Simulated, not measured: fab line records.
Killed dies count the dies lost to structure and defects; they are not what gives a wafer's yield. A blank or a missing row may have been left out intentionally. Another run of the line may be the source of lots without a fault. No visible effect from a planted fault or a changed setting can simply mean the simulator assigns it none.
Which tool did it? || flow gf180mcu || 7 lots, 21 wafers sampled, at 2 steps of a route of 602

## WHAT THE GAUGES READ, wafer by wafer
GF_LVPWELL_OVL_MEAS_07.
{"lot": "L754", "measured": "day 4 00:43", "on": "overlay-02", "LVPWELL_OVL (nm)": "-1.2 -0.7 -0.2"}
{"lot": "L756", "measured": "day 4 11:03", "on": "overlay-01", "LVPWELL_OVL (nm)": "-1.5 -1.8 0.1"}
{"lot": "L758", "measured": "day 5 01:21", "on": "overlay-02", "LVPWELL_OVL (nm)": "-0.3 0.0 -2.2"}
{"lot": "L761", "measured": "day 5 22:23", "on": "overlay-02", "LVPWELL_OVL (nm)": "2.1 2.1 1.0"}
{"lot": "L767", "measured": "day 7 05:05", "on": "overlay-02", "LVPWELL_OVL (nm)": "-1.9 -0.7 -0.8"}
{"lot": "L769", "measured": "day 7 15:42", "on": "overlay-02", "LVPWELL_OVL (nm)": "-94.0 -95.4 -94.6"}
{"lot": "L775", "measured": "day 8 23:22", "on": "overlay-02", "LVPWELL_OVL (nm)": "2.8 1.5 1.1"}

## TOOL THAT RAN EACH LOT (tool first, then ch and the chambers of the sampled wafers, then the start)
{"lot": "L754", "GF_LVPWELL_EXPOSE_04": "iline-stepper-02 ch 0, day 3 18:33"}
{"lot": "L756", "GF_LVPWELL_EXPOSE_04": "iline-stepper-01 ch 0, day 4 05:02"}
{"lot": "L758", "GF_LVPWELL_EXPOSE_04": "iline-stepper-02 ch 0, day 4 18:44"}
{"lot": "L761", "GF_LVPWELL_EXPOSE_04": "iline-stepper-01 ch 0, day 5 15:28"}
{"lot": "L767", "GF_LVPWELL_EXPOSE_04": "iline-stepper-01 ch 0, day 6 21:49"}
{"lot": "L769", "GF_LVPWELL_EXPOSE_04": "iline-stepper-02 ch 0, day 7 07:37"}
{"lot": "L775", "GF_LVPWELL_EXPOSE_04": "iline-stepper-01 ch 0, day 8 15:41"}
- GF_LVPWELL_EXPOSE_04: exposes mask LVPWELL, target cd 600 nm.

## THE ANSWER, worked out from the rows above alone
Rule: the usual values come from the lots themselves. Put in order of their means at a reading, lots are off if they are a third of the lots or fewer, leave a main group of 4 or more, and stand apart from it by a gap of 3 or more times the standard deviation of the main group's means; of several such gaps the widest counts. A main group is skipped when, at the precision printed for the reading in the tables above, its means are all equal. A lot without any number at a reading at which 4 lots or more have one is off too. The other lots that the step has rows for count as sound.
Off: at GF_LVPWELL_OVL_MEAS_07 (LVPWELL_OVL), L769. Main group: mean -0.0 nm, sd 1.3.
If a tool, at a process step before that reading, ran all the lots that are off and no sound lot after the first of them, it fits. The gauges at GF_LVPWELL_OVL_MEAS_07 are tried like those tools. One fits: GF_LVPWELL_EXPOSE_04 on iline-stepper-02. A fault onset in the window from L758 (day 4 18:44, its last sound lot) to L769 (day 7 07:37, its first lot off) fits.

## WHAT THE SIMULATOR HAD INSERTED
Scanner matching overlay: iline-stepper-02, from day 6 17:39 on, at GF_LVPWELL_EXPOSE_04. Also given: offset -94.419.
Lots struck among those shown: L769. The rule above reached the same finding.
